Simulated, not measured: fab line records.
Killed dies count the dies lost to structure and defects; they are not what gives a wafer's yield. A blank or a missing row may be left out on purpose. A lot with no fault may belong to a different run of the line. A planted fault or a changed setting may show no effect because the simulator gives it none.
Which tool did it? | flow sky130 | Sampling: 6 lots, 18 wafers, 2 of 708 route steps

## WHAT THE GAUGES SHOWED, per wafer
SKY_VIA4_THK_MEAS_01.
lot  | measured     | on            | VIA4_HDPCVD_THK (nm)
L965 | day 42 15:11 | film-metro-02 | 1741 1739 1732
L970 | day 43 10:16 | film-metro-01 | 1732 1760 1758
L974 | day 44 17:50 | film-metro-01 | 1772 1755 1769
L978 | day 46 16:35 | film-metro-02 | 1732 1754 1756
L986 | day 48 02:10 | film-metro-03 | 1739 1743 1754
L987 | day 48 06:20 | film-metro-02 | 1748 1752 1758

## EACH LOT AND THE TOOL THAT RAN IT (in order: tool; ch and the chambers of the sampled wafers; start)
lot  | SKY_CAP2M_STRIP_14
L965 | plasma-asher-03 ch 0,1, day 41 14:43
L970 | plasma-asher-03 ch 1, day 42 09:31
L974 | plasma-asher-01 ch 0,1, day 43 18:01
L978 | plasma-asher-03 ch 0,1, day 45 17:28
L986 | plasma-asher-02 ch 1, day 47 05:22
L987 | plasma-asher-02 ch 0,1, day 47 08:35
- SKY_CAP2M_STRIP_14: strips in O2/N2.

## THE ANSWER, worked out from the rows above alone
Rule: what is usual is taken from the lots themselves. Put in order of their means at a reading, lots are off if they are a third of the lots or fewer, leave a main group of 4 or more, and stand apart from it by a gap of 3 or more times the standard deviation of the main group's means; of several such gaps the widest counts. If all means in a main group match to the digits the tables above print for the reading, that group is not used. Also off: a lot with no number at a reading for which 4 or more lots have one. Where the step has rows for the other lots, those lots are counted as sound.
None of the lots is off at any reading shown; this tells nothing.

## WHAT THE SIMULATOR PUT IN
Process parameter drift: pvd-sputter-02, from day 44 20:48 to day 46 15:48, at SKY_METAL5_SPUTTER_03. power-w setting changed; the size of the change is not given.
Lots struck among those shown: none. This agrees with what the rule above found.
